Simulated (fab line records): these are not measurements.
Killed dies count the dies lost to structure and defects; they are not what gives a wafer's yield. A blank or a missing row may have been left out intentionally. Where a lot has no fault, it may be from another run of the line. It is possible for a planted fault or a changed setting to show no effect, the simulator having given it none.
Which tool was responsible?    flow gf180mcu    Sampling: 6 lots, 18 wafers, 2 of 602 route steps

WHAT EACH GAUGE READ, for each wafer
GF_V5_CD_MEAS_14: target cd 260 nm.
lot   measured      on         cd-nm (nm)
L840  day 27 17:37  cd-sem-01  261.1 260.7 260.3
L842  day 28 03:40  cd-sem-02  258.8 258.4 258.4
L846  day 29 14:07  cd-sem-02  260.9 262.7 261.4
L850  day 30 13:40  cd-sem-01  259.2 260.5 259.5
L857  day 32 14:01  cd-sem-01  257.5 258.1 257.6
L858  day 32 23:35  cd-sem-02  260.4 261.0 260.6

WHICH TOOL RAN EACH LOT (tool, then ch and the chambers of the sampled wafers, then the start)
lot   GF_V2_ETCH_16
L840  rie-diel-03 ch 0,2, day 20 22:26
L842  rie-diel-01 ch 0,1,2, day 21 08:47
L846  rie-diel-04 ch 1,2, day 23 03:05
L850  rie-diel-03 ch 1,3, day 24 07:23
L857  rie-diel-04 ch 0,1,2, day 26 20:55
L858  rie-diel-01 ch 0,2, day 27 04:38
- GF_V2_ETCH_16: etches BARC in N2/H2.

THE ANSWER, worked out from the rows above alone
Rule: the lots themselves supply what counts as usual. Put in order of their means at a reading, lots are off if they are a third of the lots or fewer, leave a main group of 4 or more, and stand apart from it by a gap of 3 or more times the standard deviation of the main group's means; of several such gaps the widest counts. Not used: any main group whose means are identical at the precision the tables above print for the reading. A lot without any number at a reading at which 4 lots or more have one is off too. All remaining lots with rows at the step are treated as sound.
No lot is off at any reading shown: from this, nothing can be told.

WHAT THE SIMULATOR HAD PUT IN
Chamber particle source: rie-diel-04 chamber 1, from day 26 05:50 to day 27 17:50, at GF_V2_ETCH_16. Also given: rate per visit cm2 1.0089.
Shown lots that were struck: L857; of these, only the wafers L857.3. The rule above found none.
